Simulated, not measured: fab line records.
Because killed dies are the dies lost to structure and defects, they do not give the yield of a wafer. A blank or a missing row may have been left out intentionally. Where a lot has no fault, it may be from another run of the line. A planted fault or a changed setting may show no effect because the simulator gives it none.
A struck lot beside a sound one | flow sky130 | 14 out of 708 route steps
Sound: these wafers, L144.1, L144.2, L144.3. Struck: wafers L141.1, L141.2, L141.5. The cause comes at the end.
At each step with rows: each side's tool, then ch and its chambers, then its first start. Under that, the readings that differ: sound wafers | struck wafers | difference of the means | sigmas: that difference in standard deviations of wafers without a fault.
alike: readings with means less than 2 such deviations apart, plus words and numbers identical on both sides. not compared: withheld readings, readings lacking a value on some wafer, bounds such as >300 that could conceal the same value, and numbers that have no deviation in the record and whose values overlap.
The two part at a step that has a row with sigmas, a row that says differs or no value, or rows on one side only. Numbers that have no deviation but don't overlap get no sigmas and don't part them. A reading missing from all wafers of one side parts the sides only when that side holds two or more wafers.

first, 8 steps without rows for these wafers: SKY_POLY_CUT_DEHYDRATE_00 (time 60 s); SKY_POLY_CUT_HMDS_01 (prime time 60 s); SKY_POLY_CUT_COAT_02 (resist thk 60 nm); SKY_POLY_CUT_COAT_03 (resist thk 450 nm); SKY_POLY_CUT_SOFTBAKE_04 (time 90 s); SKY_POLY_CUT_EXPOSE_05 (exposes mask NPCM, target cd 270 nm); SKY_POLY_CUT_PEB_06; SKY_POLY_CUT_DEVELOP_07 (develop time 60 s).
SKY_POLY_CUT_CD_MEAS_08 targets a cd of 270 nm.
  sound on cd sem-02 at day 28 03:08; struck on cd sem-02 at day 27 06:07
  alike: cd nm
SKY_POLY_CUT_OVL_MEAS_09:
  sound on overlay-02 at day 28 03:16; struck on overlay-01 at day 27 06:14
  alike: POLY_CUT_OVL
SKY_POLY_CUT_ETCH_10: etches BARC in N2/H2, stops on SiO2, time 45.9 s, target depth 60 nm.
  sound on rie diel-01 ch 0,1,2, day 28 03:17; struck on rie diel-04 ch 1,2,3, day 27 06:16
  alike: drypump motor current A, oes product au, throttle valve pct
  not compared: rf hours counter h
SKY_POLY_CUT_ETCH_11: etches Si3N4 in CF4/CH2F2/Ar, stops on poly-Si, time 42.5 s, target depth 60 nm.
  sound on rie diel-01 ch 0,1,2, day 28 03:20; struck on rie diel-04 ch 1,2,3, day 27 06:19
  alike: drypump motor current A, oes product au, throttle valve pct
  not compared: rf hours counter h
SKY_POLY_CUT_STRIP_12: strips in O2/N2.
  sound on plasma asher-03 ch 0,1, day 28 03:23; struck on plasma asher-03 ch 0,1, day 27 06:21
  no value came back on the struck wafers for any of 5 readings (chamber pressure mTorr (mTorr), drypump motor current A (A) and others); on the sound wafers chamber pressure mTorr (mTorr) reads 1499.2 1500.7 1499.3
  reading                                         | sound | struck          | difference | sigmas
  model.KrF-thick_of_POLY_CUT_COAT_03.thk nm (nm) | 0 0 0 | 409.5 408.8 409 | +409.1     |
  not compared: rf hours counter h
-- record jumps: 21 days separate the struck wafers' starts on either side; left off in module POLY_CUT, taken up again in module PAD_OPEN, whose first shown step is the route's number 708 --
SKY_PAD_OPEN_PROBE_99:
  record: rows for the struck wafers here (prober-01, day 47 21:14), none for the sound ones

== WHERE THEY PART ==
Last at SKY_PAD_OPEN_PROBE_99 as far as this record goes, first at SKY_POLY_CUT_STRIP_12.

WHY: what the simulator had put in
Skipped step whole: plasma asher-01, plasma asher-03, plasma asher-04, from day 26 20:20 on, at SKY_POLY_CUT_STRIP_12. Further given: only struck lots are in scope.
